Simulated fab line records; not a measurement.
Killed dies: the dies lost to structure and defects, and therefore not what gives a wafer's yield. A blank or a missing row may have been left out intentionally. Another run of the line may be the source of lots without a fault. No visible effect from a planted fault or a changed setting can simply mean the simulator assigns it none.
fab line records + flow sky130
[record]
- lots = 6
- wafers = 16
- lastDay = 49
route steps=708 shown METAL2@495 VIA2@507 PAD_OPEN@708
lots with no fault: from the same line, run without faults
startH: hours from the record's first day to the start of the lot's first wafer shown + waitH: how many hours have passed since the lot's step before this one + " as in the row above + L1.1+2: several wafers, shown together as one row + - value missing, or start not given + * or withheld: withheld + < > ~ a bound
route shown NAME@n: names a module that has steps shown in the file, with the first one's number in the route + usual: mean/standard deviation of fault-free wafers + same: alike in all rows + chamber/n: place in a boat + sites: the reading at each site + _std_site: their standard deviation + _edge_site: mean of outer sites minus mean of inner sites + radiusMm: how far each site lies from the wafer's centre + mask NAME#n: copy n + behind: tool/chamber where the wafer was last shaped + hold: the reason the lot was held/the length of the hold in hours/how it ended + device: whichever transistor did not switch (one of n, p or np) + end of line: tests run on the same wafers once the route is complete + step lacking rows: just its recipe + killed: not the wafer's yield, but the dies lost to structure and defects at the first sort + map: the dies of a wafer, with x for killed, . for not killed, _ for no die there
set.NAME: the setting as run; set.NAME@STEP: as run at that earlier step + model.NAME: the simulator's own value behind a step, which no gauge read
lots at some steps of the route; a table a step, a row a wafer
services: from which hour (startH, from the record's first day; less than 0 if before it) a tool's chamber was out of use, for how many hours, and why
[[steps]]
[step SKY_METAL2_EXPOSE_12]
[recipe]
- maskId = MM2
- na = 0.8
- sourceShape = annular
- sigmaInner = 0.55
- sigmaOuter = 0.85
- targetCdNm = 140
- doseMj = 28
[step SKY_METAL2_PEB_13]
[recipe]
- pebTempC = withheld
- pebTimeS = withheld
- resist = KrF-thick
[step SKY_METAL2_DEVELOP_14]
[recipe]
- developTimeS = 60
- resist = KrF-thick
- devTempC = 21
[step SKY_METAL2_CD_MEAS_15]
[recipe]
- targetCdNm = 140
[usual]
- cdNm = 140.1/1.5
| lot.wafer | tool     | chamber | startH | waitH | cdNm  |
|-----------|----------|---------|--------|-------|-------|
| L989.1    | cdSem-02 | -       | 834.49 | -     | 139.5 |
| L989.3    | "        | -       | "      | "     | 142.0 |
| L989.5    | "        | -       | "      | "     | 140.2 |
| L995.3    | cdSem-02 | -       | 884.98 | -     | 142.3 |
| L995.4    | "        | -       | "      | "     | 143.4 |
| L995.5    | "        | -       | "      | "     | 142.1 |
| L100.2    | cdSem-01 | -       | 920.87 | -     | 138.4 |
| L101.2    | cdSem-01 | -       | 928.22 | -     | 142.5 |
| L101.3    | "        | -       | "      | "     | 141.2 |
| L101.6    | "        | -       | "      | "     | 142.4 |
| L104.2    | cdSem-01 | -       | 948.04 | -     | 142.5 |
| L104.3    | "        | -       | "      | "     | 142.0 |
| L104.4    | "        | -       | "      | "     | 141.4 |
| L105.2    | cdSem-01 | -       | 952.79 | -     | 141.2 |
| L105.5    | "        | -       | "      | "     | 141.8 |
| L105.6    | "        | -       | "      | "     | 142.8 |
[step SKY_METAL2_OVL_MEAS_16]
[usual]
- METAL2_OVL = -3/5.6
| lot.wafer | tool       | chamber | startH | waitH | METAL2_OVL[nm] |
|-----------|------------|---------|--------|-------|----------------|
| L989.1    | overlay-01 | -       | 834.61 | 0.1   | -7             |
| L989.3    | "          | -       | "      | "     | -4             |
| L989.5    | "          | -       | "      | "     | 3              |
| L995.3    | overlay-02 | -       | 885.07 | 0.1   | -4             |
| L995.4    | "          | -       | "      | "     | -5             |
| L995.5    | "          | -       | "      | "     | -4             |
| L100.2    | overlay-01 | -       | 920.97 | 0.1   | 4              |
| L101.2    | overlay-01 | -       | 928.32 | 0.1   | -10            |
| L101.3    | "          | -       | "      | "     | -5             |
| L101.6    | "          | -       | "      | "     | -6             |
| L104.2    | overlay-01 | -       | 948.15 | 0.1   | 1              |
| L104.3    | "          | -       | "      | "     | 0              |
| L104.4    | "          | -       | "      | "     | 0              |
| L105.2    | overlay-01 | -       | 952.90 | 0.1   | -5             |
| L105.5    | "          | -       | "      | "     | -5             |
| L105.6    | "          | -       | "      | "     | -4             |
[step SKY_METAL2_DESCUM_17]
[recipe]
- chemistry = O2
- sourcePowerW = 150
- biasPowerW = 0
- pressureMtorr = 10
- tempC = 40
- timeS = 8
[usual]
- drypumpMotorCurrentA = 5.7/0.46
- oesProductAu = 0.997/0.0081
[same]
- timeS = 8
| lot.wafer | tool        | chamber | startH | waitH | drypumpMotorCurrentA | oesProductAu | rfHoursCounterH |
|-----------|-------------|---------|--------|-------|----------------------|--------------|-----------------|
| L989.1    | rieMetal-01 | 1       | 834.65 | 0.0   | 4.7                  | 0.999        | 15              |
| L989.3    | "           | 1       | "      | "     | 4.7                  | 1.006        | -               |
| L989.5    | "           | 0       | "      | "     | 6.3                  | 0.995        | -               |
| L995.3    | rieMetal-01 | 0       | 885.12 | 0.0   | 6.2                  | 0.984        | -               |
| L995.4    | "           | 0       | "      | "     | 6.2                  | 0.982        | -               |
| L995.5    | "           | 0       | "      | "     | 6.2                  | 0.986        | -               |
| L100.2    | rieMetal-01 | 0       | 921.00 | 0.0   | 6.2                  | 0.973        | 10              |
| L101.2    | rieMetal-04 | 1       | 928.35 | 0.0   | 5.8                  | 0.998        | 11              |
| L101.3    | "           | 0       | "      | "     | 5.9                  | 1.001        | -               |
| L101.6    | "           | 1       | "      | "     | 5.8                  | 0.998        | -               |
| L104.2    | rieMetal-04 | 0       | 948.18 | 0.0   | 5.9                  | 0.997        | 4               |
| L104.3    | "           | 0       | "      | "     | 5.9                  | 0.987        | -               |
| L104.4    | "           | 1       | "      | "     | 5.8                  | 0.990        | -               |
| L105.2    | rieMetal-01 | 0       | 952.93 | 0.0   | 6.2                  | 0.987        | 12              |
| L105.5    | "           | 0       | "      | "     | 6.3                  | 0.989        | -               |
| L105.6    | "           | 1       | "      | "     | 4.7                  | 1.000        | -               |
[step SKY_METAL2_ETCH_18]
[recipe]
- chemistry = N2/H2
- target = BARC
- ionEnergyEv = 200
- biasW = 100
- pressureMtorr = 30
- n2FlowSccm = 100
- h2FlowSccm = 200
- icpW = 500
- stopOn = SiO2
- timeS = 45.9
- targetDepthA = 600
[usual]
- drypumpMotorCurrentA = 5.7/0.46
- oesProductAu = 0.855/0.0052
- throttleValvePct = 13.225/0.0083
[same]
- timeS = 45.9
| lot.wafer | tool        | chamber | startH | waitH | drypumpMotorCurrentA | oesProductAu | rfHoursCounterH | throttleValvePct |
|-----------|-------------|---------|--------|-------|----------------------|--------------|-----------------|------------------|
| L989.1    | rieMetal-01 | 1       | 834.68 | 0.0   | 4.7                  | 0.850        | 15              | 13.216           |
| L989.3    | "           | 1       | "      | "     | 4.7                  | 0.849        | -               | 13.242           |
| L989.5    | "           | 0       | "      | "     | 6.2                  | 0.854        | -               | 13.226           |
| L995.3    | rieMetal-01 | 0       | 885.20 | 0.1   | 6.2                  | 0.860        | -               | 13.230           |
| L995.4    | "           | 0       | "      | "     | 6.2                  | 0.856        | -               | 13.233           |
| L995.5    | "           | 0       | "      | "     | 6.2                  | 0.853        | -               | 13.219           |
| L100.2    | rieMetal-01 | 0       | 921.03 | 0.0   | 6.2                  | 0.855        | 10              | 13.229           |
| L101.2    | rieMetal-04 | 1       | 928.38 | 0.0   | 5.8                  | 0.859        | 11              | 13.224           |
| L101.3    | "           | 0       | "      | "     | 5.9                  | 0.845        | -               | 13.228           |
| L101.6    | "           | 1       | "      | "     | 5.8                  | 0.855        | -               | 13.231           |
| L104.2    | rieMetal-04 | 0       | 948.21 | 0.0   | 5.9                  | 0.839        | 4               | 13.234           |
| L104.3    | "           | 0       | "      | "     | 5.9                  | 0.848        | -               | 13.227           |
| L104.4    | "           | 1       | "      | "     | 5.8                  | 0.856        | -               | 13.227           |
| L105.2    | rieMetal-01 | 0       | 952.96 | 0.0   | 6.2                  | 0.855        | 12              | 13.223           |
| L105.5    | "           | 0       | "      | "     | 6.3                  | 0.855        | -               | 13.219           |
| L105.6    | "           | 1       | "      | "     | 4.7                  | 0.856        | -               | 13.231           |
[step SKY_METAL2_METAL_ETCH_19]
[recipe]
- targetDepthA = 3600
- stopOn = SiO2
- overEtchFrac = 0.3
- timeS = 78
- chemistry = Cl2/BCl3
- resistSidewallDeg = 88
- pressureMtorr = 10
- icpW = 900
- biasW = 48.5
- Cl2_flow_sccm = 60
- bcl3FlowSccm = 30
[usual]
- drypumpMotorCurrentA = 5.7/0.47
- oesProductAu = 0.855/0.0051
- throttleValvePct = 22.262/0.0086
[same]
- timeS = 78
| lot.wafer | tool        | chamber | startH | waitH | drypumpMotorCurrentA | oesProductAu | rfHoursCounterH | throttleValvePct |
|-----------|-------------|---------|--------|-------|----------------------|--------------|-----------------|------------------|
| L989.1    | rieMetal-01 | 1       | 834.74 | 0.0   | 4.7                  | 0.855        | 15              | 22.276           |
| L989.3    | "           | 1       | "      | "     | 4.8                  | 0.859        | -               | 22.258           |
| L989.5    | "           | 0       | "      | "     | 6.2                  | 0.857        | -               | 22.275           |
| L995.3    | rieMetal-01 | 0       | 885.35 | 0.1   | 6.3                  | 0.844        | -               | 22.263           |
| L995.4    | "           | 0       | "      | "     | 6.3                  | 0.864        | -               | 22.256           |
| L995.5    | "           | 0       | "      | "     | 6.3                  | 0.860        | -               | 22.271           |
| L100.2    | rieMetal-01 | 0       | 921.10 | 0.0   | 6.3                  | 0.851        | 10              | 22.270           |
| L101.2    | rieMetal-04 | 1       | 928.45 | 0.0   | 5.8                  | 0.863        | 11              | 22.273           |
| L101.3    | "           | 0       | "      | "     | 5.9                  | 0.862        | -               | 22.254           |
| L101.6    | "           | 1       | "      | "     | 5.8                  | 0.870        | -               | 22.259           |
| L104.2    | rieMetal-04 | 0       | 948.27 | 0.0   | 5.9                  | 0.854        | 4               | 22.256           |
| L104.3    | "           | 0       | "      | "     | 5.9                  | 0.855        | -               | 22.263           |
| L104.4    | "           | 1       | "      | "     | 5.8                  | 0.845        | -               | 22.263           |
| L105.2    | rieMetal-01 | 0       | 953.02 | 0.0   | 6.2                  | 0.856        | 12              | 22.262           |
| L105.5    | "           | 0       | "      | "     | 6.2                  | 0.851        | -               | 22.276           |
| L105.6    | "           | 1       | "      | "     | 4.7                  | 0.850        | -               | 22.256           |
[step SKY_METAL2_STRIP_20]
[recipe]
- chemistry = O2/N2
- powerW = 1400
- pressureMtorr = 1500
- platenTempC = withheld
- o2FlowSccm = 3000
- n2FlowSccm = 300
- overashFraction = 0.5
[usual]
- drypumpMotorCurrentA = 5.7/0.53
- oesProductAu = 0.344/0.0046
- stripTimeToEndpointS = 2.72/0.033
| lot.wafer | tool           | chamber | startH | waitH | drypumpMotorCurrentA | oesProductAu | rfHoursCounterH | stripTimeToEndpointS |
|-----------|----------------|---------|--------|-------|----------------------|--------------|-----------------|----------------------|
| L989.1    | plasmaAsher-03 | 0       | 834.83 | 0.1   | 4.9                  | 0.351        | 7               | 2.69                 |
| L989.3    | "              | 1       | "      | "     | 5.8                  | 0.348        | -               | 2.70                 |
| L989.5    | "              | 0       | "      | "     | 4.9                  | 0.337        | -               | 2.69                 |
| L995.3    | plasmaAsher-01 | 1       | 885.50 | 0.1   | 6.1                  | 0.348        | -               | 2.76                 |
| L995.4    | "              | 0       | "      | "     | 6.6                  | 0.342        | -               | 2.75                 |
| L995.5    | "              | 1       | "      | "     | 6.1                  | 0.342        | -               | 2.74                 |
| L100.2    | plasmaAsher-01 | 1       | 921.19 | 0.1   | 6.1                  | 0.336        | 114             | 2.71                 |
| L101.2    | plasmaAsher-01 | 0       | 928.54 | 0.1   | 6.6                  | 0.345        | 115             | 2.74                 |
| L101.3    | "              | 0       | "      | "     | 6.6                  | 0.339        | -               | 2.73                 |
| L101.6    | "              | 1       | "      | "     | 6.1                  | 0.344        | -               | 2.75                 |
| L104.2    | plasmaAsher-04 | 0       | 948.36 | 0.1   | 5.4                  | 0.346        | 85              | 2.69                 |
| L104.3    | "              | 0       | "      | "     | 5.4                  | 0.341        | -               | 2.70                 |
| L104.4    | "              | 1       | "      | "     | 5.8                  | 0.347        | -               | 2.67                 |
| L105.2    | plasmaAsher-03 | 0       | 953.11 | 0.1   | 4.9                  | 0.347        | 19              | 2.78                 |
| L105.5    | "              | 0       | "      | "     | 4.9                  | 0.343        | -               | 2.77                 |
| L105.6    | "              | 1       | "      | "     | 5.7                  | 0.345        | -               | 2.70                 |
[step SKY_METAL2_STRIP_21]
[recipe]
- chemistry = postEtchResidueRemover
- timeS = 1200
- tempC = 72.5
[step SKY_METAL2_CLEAN_22]
[recipe]
- chemistry = IPA
- timeS = 180
- tempC = 25
[step SKY_METAL2_CLEAN_23]
[recipe]
- chemistry = O3/DIW
- dry = n2Spin
[step SKY_VIA2_HDPCVD_00]
[recipe]
- material = SiO2
- targetThkNm = 1180
- sigmaOpenFrac = 0.3
- timeS = 196.7
- tempC = 400
- sih4FlowSccm = 60
- pressureMtorr = 6
[usual]
- sih4FlowSccm = 59.99/0.16
[same]
- timeS = 196.7
| lot.wafer | tool      | chamber | startH | waitH | sih4FlowSccm | model.SiO2_of_VIA2_HDPCVD_00.thkNm |
|-----------|-----------|---------|--------|-------|--------------|------------------------------------|
| L989.1    | hdpcvd-01 | 1       | 835.42 | 0.0   | 60.04        | 1188                               |
| L989.3    | "         | 0       | "      | "     | 59.84        | 1173                               |
| L989.5    | "         | 2       | "      | "     | 59.94        | 1193                               |
| L995.3    | hdpcvd-01 | 2       | 886.07 | 0.0   | 59.87        | 1184                               |
| L995.4    | "         | 2       | "      | "     | 60.03        | 1197                               |
| L995.5    | "         | 0       | "      | "     | 60.05        | 1178                               |
| L100.2    | hdpcvd-01 | 2       | 921.82 | 0.0   | 71.91        | 1411                               |
| L101.2    | hdpcvd-01 | 0       | 929.14 | 0.0   | 59.92        | 1181                               |
| L101.3    | "         | 2       | "      | "     | 72.03        | 1416                               |
| L101.6    | "         | 2       | "      | "     | 71.89        | 1425                               |
| L104.2    | hdpcvd-02 | 0       | 948.96 | 0.0   | 59.85        | 1176                               |
| L104.3    | "         | 1       | "      | "     | 59.84        | 1185                               |
| L104.4    | "         | 1       | "      | "     | 60.21        | 1179                               |
| L105.2    | hdpcvd-02 | 0       | 953.71 | 0.0   | 59.87        | 1170                               |
| L105.5    | "         | 0       | "      | "     | 59.67        | 1170                               |
| L105.6    | "         | 1       | "      | "     | 59.76        | 1169                               |
[step SKY_VIA2_THK_MEAS_01]
[recipe]
- reads = SiO2_of_VIA2_HDPCVD_00
[usual]
- VIA2_HDPCVD_THK = 1178/12
| lot.wafer | tool         | chamber | startH | waitH | hold                    | VIA2_HDPCVD_THK[nm] |
|-----------|--------------|---------|--------|-------|-------------------------|---------------------|
| L989.1    | filmMetro-03 | -       | 835.55 | 0.1   | -                       | 1187                |
| L989.3    | "            | -       | "      | "     | -                       | 1173                |
| L989.5    | "            | -       | "      | "     | -                       | 1194                |
| L995.3    | filmMetro-02 | -       | 886.21 | 0.1   | -                       | 1183                |
| L995.4    | "            | -       | "      | "     | -                       | 1198                |
| L995.5    | "            | -       | "      | "     | -                       | 1177                |
| L100.2    | filmMetro-03 | -       | 921.95 | 0.1   | awaitDispo/0.2h/release | 1410                |
| L100.2    | filmMetro-03 | -       | 922.18 | 0.2   | -                       | 1412                |
| L101.2    | filmMetro-02 | -       | 929.27 | 0.1   | awaitDispo/0.2h/release | 1180                |
| L101.3    | "            | -       | "      | "     | awaitDispo/0.2h/release | 1415                |
| L101.6    | "            | -       | "      | "     | awaitDispo/0.2h/release | 1425                |
| L101.2    | filmMetro-02 | -       | 929.50 | 0.2   | -                       | 1180                |
| L101.3    | "            | -       | "      | "     | -                       | 1417                |
| L101.6    | "            | -       | "      | "     | -                       | 1426                |
| L104.2    | filmMetro-04 | -       | 949.09 | 0.1   | -                       | 1175                |
| L104.3    | "            | -       | "      | "     | -                       | 1186                |
| L104.4    | "            | -       | "      | "     | -                       | 1179                |
| L105.2    | filmMetro-02 | -       | 953.85 | 0.1   | -                       | 1169                |
| L105.5    | "            | -       | "      | "     | -                       | 1171                |
| L105.6    | "            | -       | "      | "     | -                       | 1168                |
[step SKY_VIA2_CMP_02]
[recipe]
- material = SiO2
- downForcePsi = 4
- platenRpm = 60
- padVelocityMS = 0.94248
[usual]
- edgeZonePressureFrac = 1.001/0.0048
- motorCurrentA = 12.5/0.98
- platenRpm = 60.00/0.039
| lot.wafer | tool   | chamber | startH | waitH | hold                    | edgeZonePressureFrac | motorCurrentA | platenRpm |
|-----------|--------|---------|--------|-------|-------------------------|----------------------|---------------|-----------|
| L989.1    | cmp-02 | 0       | 835.61 | 0.1   | -                       | 0.996                | 11.6          | 59.96     |
| L989.3    | "      | 2       | "      | "     | -                       | 1.002                | 11.2          | 60.01     |
| L989.5    | "      | 1       | "      | "     | -                       | 1.003                | 11.1          | 60.00     |
| L995.3    | cmp-01 | 3       | 886.25 | 0.0   | -                       | 0.998                | 13.4          | 60.02     |
| L995.4    | "      | 1       | "      | "     | -                       | 0.998                | 13.3          | 60.07     |
| L995.5    | "      | 0       | "      | "     | -                       | 1.000                | 12.7          | 59.97     |
| L100.2    | cmp-01 | 1       | 925.46 | 3.3   | awaitDispo/2.6h/release | 1.006                | 13.0          | 60.03     |
| L101.3    | cmp-01 | 2       | 942.13 | 12.6  | awaitDispo/4.9h/release | 1.009                | 13.3          | 59.97     |
| L101.2    | "      | 0       | "      | "     | awaitDispo/4.9h/release | 1.007                | 13.1          | 60.02     |
| L101.6    | "      | 2       | "      | "     | awaitDispo/4.9h/release | 1.012                | 13.6          | 60.00     |
| L104.3    | cmp-01 | 0       | 949.14 | 0.0   | -                       | 0.999                | 12.8          | 60.08     |
| L104.4    | "      | 1       | "      | "     | -                       | 0.999                | 12.9          | 59.96     |
| L104.2    | "      | 2       | "      | "     | -                       | 0.997                | 12.9          | 60.07     |
| L105.2    | cmp-01 | 0       | 954.05 | 0.2   | -                       | 0.997                | 13.1          | 60.07     |
| L105.5    | "      | 1       | "      | "     | -                       | 1.007                | 13.4          | 60.04     |
| L105.6    | "      | 2       | "      | "     | -                       | 1.000                | 12.7          | 59.94     |
[step SKY_PAD_OPEN_PROBE_99]
[usual]
- killed_at_M0_to_M3 = 43/6.5
- killed_at_M4_up = 3.2/1.8
- killedAtContacts = 24/5.2
- killedAtFrontEnd = 15/4
- killedAtOther = 0.4/0.69
- killedDies = 86/8.7
- killedOpen = 47/7
- killedShort = 39/5.7
[same]
- grossDies = 492
- killedAtBackSide = 0
| lot.wafer | tool      | chamber | startH  | waitH | killed_at_M0_to_M3 | killed_at_M4_up | killedAtContacts | killedAtFrontEnd | killedAtOther | killedDies | killedOpen | killedShort |
|-----------|-----------|---------|---------|-------|--------------------|-----------------|------------------|------------------|---------------|------------|------------|-------------|
| L989.1    | prober-02 | -       | 1086.02 | 0.1   | 50                 | 3               | 28               | 12               | 0             | 93         | 57         | 36          |
| L989.3    | prober-02 | -       | 1086.12 | 0.2   | 41                 | 2               | 23               | 12               | 0             | 78         | 52         | 26          |
| L989.5    | prober-02 | -       | 1086.22 | 0.2   | 42                 | 5               | 15               | 18               | 0             | 80         | 44         | 36          |
| L100.2    | prober-01 | -       | 1151.49 | 0.1   | 48                 | 1               | 21               | 14               | 0             | 84         | 48         | 36          |
// killed by level:class
L989.1 VIA1:geometricParticle:open=18 LI_CONTACT:geometricParticle:open=9 VIA2:geometricParticle:open=9 CONTACT:geometricParticle:short=8 VIA1:geometricParticle:short=8 CONTACT:geometricParticle:open=7 VIA3:geometricParticle:open=6 LOCAL_INTERCONNECT:geometricParticle:short=3
L989.3 VIA1:geometricParticle:open=14 VIA3:geometricParticle:open=11 CONTACT:geometricParticle:open=10 FIELD_ISO:geometricParticle:open=5 LI_CONTACT:geometricParticle:open=5 VIA2:geometricParticle:short=4 CONTACT:geometricParticle:short=4 POLY_GATE:geometricParticle:short=3
L989.5 VIA1:geometricParticle:open=10 VIA2:geometricParticle:open=8 VIA3:geometricParticle:open=6 LI_CONTACT:geometricParticle:open=5 VIA1:geometricParticle:short=5 FIELD_ISO:geometricParticle:short=4 CONTACT:geometricParticle:open=4 METAL4:geometricParticle:short=4
L100.2 VIA1:geometricParticle:open=14 LI_CONTACT:geometricParticle:open=8 VIA2:geometricParticle:open=8 METAL1:geometricParticle:short=6 VIA1:geometricParticle:short=5 POLY_GATE:geometricParticle:open=4 LI_CONTACT:geometricParticle:short=4 LOCAL_INTERCONNECT:geometricParticle:short=4
[[services]]
| tool           | chamber | startH | hours | kind                          |
|----------------|---------|--------|-------|-------------------------------|
| cmp-01         | -       | 813.17 | 1.7   | repair                        |
| rieMetal-04    | 0       | 813.80 | -     | clean                         |
| rieMetal-04    | 0       | 813.80 | 12.6  | scheduledDown                 |
| rieMetal-04    | 0       | 813.80 | 12.6  | ventCycle                     |
| plasmaAsher-01 | -       | 815.53 | 3.4   | repair                        |
| rieMetal-04    | -       | 829.13 | 0.5   | repair                        |
| cmp-02         | -       | 829.14 | 5.0   | repair                        |
| cmp-02         | -       | 864.64 | 1.4   | repair                        |
| cmp-01         | -       | 871.36 | 5.0   | pm                            |
| rieMetal-01    | 1       | 879.07 | -     | clean                         |
| rieMetal-01    | 1       | 879.07 | 26.3  | scheduledDown                 |
| rieMetal-01    | 1       | 879.07 | 26.3  | ventCycle                     |
| hdpcvd-02      | 1       | 888.10 | 3.7   | repair                        |
| cmp-02         | -       | 895.44 | 0.3   | repair                        |
| cmp-02         | -       | 902.34 | 2.1   | repair                        |
| cmp-01         | -       | 912.00 | 4.0   | pm                            |
| cmp-01         | -       | 916.00 | -     | consumableReplace:conditioner |
| cmp-01         | -       | 916.00 | -     | consumableReplace:pad         |
| hdpcvd-02      | -       | 921.85 | 2.8   | pm                            |
| hdpcvd-02      | 0       | 925.82 | 22.0  | repair                        |
| cmp-01         | -       | 945.97 | 1.6   | repair                        |
| hdpcvd-01      | -       | 950.25 | 15.0  | pm                            |
| hdpcvd-01      | 0       | 950.25 | 15.0  | ventCycle                     |
| hdpcvd-01      | 1       | 950.25 | 18.1  | ventCycle                     |
[[key]]
[firstSign]
- step = SKY_VIA2_HDPCVD_00
- reading = sih4FlowSccm
- direction = up
- sigmas = 73
- usual = 59.99
- struck = 71.94
[effect]
- step = SKY_VIA2_THK_MEAS_01
- reading = visit
- direction = added
[effect]
- step = SKY_VIA2_THK_MEAS_01
- reading = VIA2_HDPCVD_THK
- direction = up
- sigmas = 20
- usual = 1178
- struck = 1417
[modelEffect]
- step = SKY_VIA2_HDPCVD_00
- value = SiO2_of_VIA2_HDPCVD_00.thkNm
- without = 1181
- struck = 1417
metAt SKY_VIA2_HDPCVD_00
struckWafers L100.2,L101.3,L101.6
testerLeftOut L100
onsetBetween 886.07 921.82
[earlierFault]
- kind = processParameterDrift
- tool = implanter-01
- chamber = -
- onsetH = 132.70
- steps = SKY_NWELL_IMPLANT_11
- channel = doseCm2
- offset = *
- shape = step
- endH = 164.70
- actsIn = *
- stated = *
[fault]
- kind = processParameterDrift
- tool = hdpcvd-01
- chamber = 2
- onsetH = 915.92
- steps = SKY_VIA2_HDPCVD_00
- channel = sih4FlowSccm
- offset = 12
- shape = step
- endH = 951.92
- actsIn = theseRecipesOnly
- stated = 60
// testerLeftOut: of these lots the tester's yield and bins aren't shown, on N5 and GAA mostly nor the transistor test; their killed dies are dies lost to structure and defects alone, not to doping, threshold or leakage, so they don't give the yield
